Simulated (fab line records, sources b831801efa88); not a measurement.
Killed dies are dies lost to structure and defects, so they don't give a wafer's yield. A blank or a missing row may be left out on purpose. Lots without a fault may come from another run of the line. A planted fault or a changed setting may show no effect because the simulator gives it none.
Problem report in the 8D (eight disciplines) form, filled by code | flow gf180mcu | the parts of the form that need people (team, actions taken, sign-off) are left out

1. THE PROBLEM
run_length_s at GF_M1_SOFTBAKE_10 reads a mean of 100.59 s on 6 wafers of 2 lots; wafers without a fault read 88.90 s with a standard deviation of 0.22. That is +53 standard deviations from the usual mean.
The step: time 60 s.
First seen on wafer L845.3, day 22 17:20, on litho_track-01. The record holds 39 wafers of 13 lots with a number at this step. Rule for "out", or "out of limits": more than 4 standard deviations from the usual mean. The other wafers with a number count as sound.

2. WHAT IT IS AND WHAT IT IS NOT
question                    | is                     | is not
which readings at this step | run_length_s           | -
which lots                  | L845, L849             | L829, L830, L831, L832, L836, L837, L839, L842, L846, L847, L851
which wafers of those lots  | all that have a number | -
read on which tools         | litho_track-01         | litho_track-03, litho_track-04
when                        | from day 22 17:20      | up to then (24 sound wafers); but 9 sound wafers of L846, L847, L851 came after

3. SUSPECTS, AND WHAT RULES EACH OUT
Counting: a tool at a process step up to the reading stays a suspect if it ran every lot that is out and no sound lot after the first of them.
- litho_track-01 at GF_M1_SOFTBAKE_10 (time 60 s): kept. It ran every lot that is out, first L845 (day 22 17:20), and no sound lot after that; its last sound lot up to then is L839 (day 20 13:32). Its own readings are out on those wafers: run_length_s.
Left after counting: litho_track-01 at GF_M1_SOFTBAKE_10.

4. THE CAUSE (what the simulator had put in)
Process parameter drift: litho_track-01, from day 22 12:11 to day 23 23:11, at GF_M1_SOFTBAKE_10. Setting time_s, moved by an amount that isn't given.
Counting left only this tool.

5. THE CHAIN OF EFFECTS, in route order
Each row: a reading whose mean over the struck wafers that have a number lies more than 3 standard deviations from the usual. Only readings for which the record gives a usual standard deviation are gone through. hours: the time from each lot's start at the first step in this table that gives one to its start at this step, as a median over the lots. sigmas: the change in usual standard deviations.
hours | step              | reading      | usual   | on struck wafers | change | sigmas
0     | GF_M1_SOFTBAKE_10 | run_length_s | 88.90 s | 100.59           | +11.69 | +53
The process steps in it:
- GF_M1_SOFTBAKE_10: time 60 s.

6. WHAT WOULD HAVE CAUGHT IT SOONER
In this record the first reading out of limits was taken at day 22 17:20, 5 hours after the fault began at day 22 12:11.
